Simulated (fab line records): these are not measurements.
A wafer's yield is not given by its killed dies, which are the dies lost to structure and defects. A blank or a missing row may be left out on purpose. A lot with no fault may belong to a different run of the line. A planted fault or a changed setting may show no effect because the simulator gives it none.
Tool commonality check :: flow sky130 :: 13 lots, 39 wafers sampled

== THE REASON FOR OPENING IT ==
SKY_NWELL_RS_MEAS_29, reading NWELL_RS: flagged on 2 of 13 lots. Fault-free wafers read 625.3 ohm/sq, with a standard deviation of 1.8.
Rule: a lot is flagged when every wafer of it that has a number lies more than 4 standard deviations from that mean, or none has a number. The other lots count as sound.

lot: L659
measured: day 5 10:35
on: filmMetro-01
NWELL_RS (ohm/sq), wafer by wafer: 623.2 621.6 620.7
flag: 

lot: L660
measured: day 5 15:10
on: filmMetro-01
NWELL_RS (ohm/sq), wafer by wafer: 626.1 625.8 623.1
flag: 

lot: L662
measured: day 6 06:22
on: filmMetro-04
NWELL_RS (ohm/sq), wafer by wafer: 626.4 625.4 625.9
flag: 

lot: L663
measured: day 6 10:58
on: filmMetro-01
NWELL_RS (ohm/sq), wafer by wafer: 624.7 623.3 624.6
flag: 

lot: L664
measured: day 6 16:55
on: filmMetro-01
NWELL_RS (ohm/sq), wafer by wafer: 627.8 628.2 628.8
flag: 

lot: L665
measured: day 6 19:28
on: filmMetro-02
NWELL_RS (ohm/sq), wafer by wafer: 625.9 625.2 625.8
flag: 

lot: L667
measured: day 7 08:50
on: filmMetro-01
NWELL_RS (ohm/sq), wafer by wafer: 624.4 625.0 626.0
flag: 

lot: L668
measured: day 7 13:44
on: filmMetro-02
NWELL_RS (ohm/sq), wafer by wafer: 625.5 626.0 624.3
flag: 

lot: L669
measured: day 7 20:56
on: filmMetro-01
NWELL_RS (ohm/sq), wafer by wafer: 623.8 625.1 624.1
flag: 

lot: L671
measured: day 8 10:22
on: filmMetro-02
NWELL_RS (ohm/sq), wafer by wafer: 624.9 624.8 625.7
flag: 

lot: L680
measured: day 10 16:23
on: filmMetro-02
NWELL_RS (ohm/sq), wafer by wafer: 602.0 603.4 602.1
flag: FLAGGED

lot: L681
measured: day 11 01:04
on: filmMetro-04
NWELL_RS (ohm/sq), wafer by wafer: 606.2 605.9 605.7
flag: FLAGGED

lot: L682
measured: day 11 09:14
on: filmMetro-01
NWELL_RS (ohm/sq), wafer by wafer: 624.8 623.4 621.5
flag: 
On average the flagged lots' numbers are 604.2 ohm/sq, which is -21.1 ohm/sq against the usual, or -12 standard deviations.

== TOOL THAT RAN EACH LOT ==
The record holds 1 process step before the reading, out of a route of 708 steps. Read each cell as the tool, then ch plus the chambers that the sampled wafers visited, then the start.
lot: L659
flag: 
SKY_NWELL_IMPLANT_11: implanter-04 ch 0, day 4 15:33

lot: L660
flag: 
SKY_NWELL_IMPLANT_11: implanter-04 ch 0, day 4 19:41

lot: L662
flag: 
SKY_NWELL_IMPLANT_11: implanter-01 ch 0, day 5 10:31

lot: L663
flag: 
SKY_NWELL_IMPLANT_11: implanter-01 ch 0, day 5 15:02

lot: L664
flag: 
SKY_NWELL_IMPLANT_11: implanter-01 ch 0, day 5 20:16

lot: L665
flag: 
SKY_NWELL_IMPLANT_11: implanter-03 ch 0, day 5 23:18

lot: L667
flag: 
SKY_NWELL_IMPLANT_11: implanter-04 ch 0, day 6 12:26

lot: L668
flag: 
SKY_NWELL_IMPLANT_11: implanter-01 ch 0, day 6 17:04

lot: L669
flag: 
SKY_NWELL_IMPLANT_11: implanter-04 ch 0, day 6 23:48

lot: L671
flag: 
SKY_NWELL_IMPLANT_11: implanter-03 ch 0, day 7 13:37

lot: L680
flag: FLAGGED
SKY_NWELL_IMPLANT_11: implanter-03 ch 0, day 9 16:55

lot: L681
flag: FLAGGED
SKY_NWELL_IMPLANT_11: implanter-03 ch 0, day 10 00:50

lot: L682
flag: 
SKY_NWELL_IMPLANT_11: implanter-01 ch 0, day 10 08:44
These steps, and what they do:
- SKY_NWELL_IMPLANT_11
- SKY_NWELL_RS_MEAS_29: measures by four-point-probe.

== FLAGGED OVER TOTAL, TOOL BY TOOL (the gauges that took the reading come last) ==
step: SKY_NWELL_IMPLANT_11
tool: implanter-01
lots run: 5
flagged: 0
share of the flagged lots: none
sound lots run after its first flagged lot: -

step: SKY_NWELL_IMPLANT_11
tool: implanter-03
lots run: 4
flagged: 2
share of the flagged lots: all
sound lots run after its first flagged lot: 0

step: SKY_NWELL_IMPLANT_11
tool: implanter-04
lots run: 4
flagged: 0
share of the flagged lots: none
sound lots run after its first flagged lot: -

step: SKY_NWELL_RS_MEAS_29
tool: filmMetro-01
lots run: 7
flagged: 0
share of the flagged lots: none
sound lots run after its first flagged lot: -

step: SKY_NWELL_RS_MEAS_29
tool: filmMetro-02
lots run: 4
flagged: 1
share of the flagged lots: some
sound lots run after its first flagged lot: 0

step: SKY_NWELL_RS_MEAS_29
tool: filmMetro-04
lots run: 2
flagged: 1
share of the flagged lots: some
sound lots run after its first flagged lot: 0

== WHAT THE TABLE ALLOWS ==
All flagged lots share 1 row of the table, namely implanter-03 at SKY_NWELL_IMPLANT_11.
- implanter-03 at SKY_NWELL_IMPLANT_11: 2 of its 4 lots flagged. It ran its last sound lot, L671, at day 7 13:37 and its first flagged lot, L680, at day 9 16:55: a fault with its onset between the two fits. Its own readings (beamEnergyKeV) fall more than 4 standard deviations out on all wafers of the flagged lots.
What remains is a single tool, implanter-03 at SKY_NWELL_IMPLANT_11.

== WHAT THE SIMULATOR HAD PUT IN ==
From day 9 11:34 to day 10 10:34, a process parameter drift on implanter-03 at SKY_NWELL_IMPLANT_11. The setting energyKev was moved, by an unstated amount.
Lots struck among those shown: L680, L681. This agrees with what the rule above found.
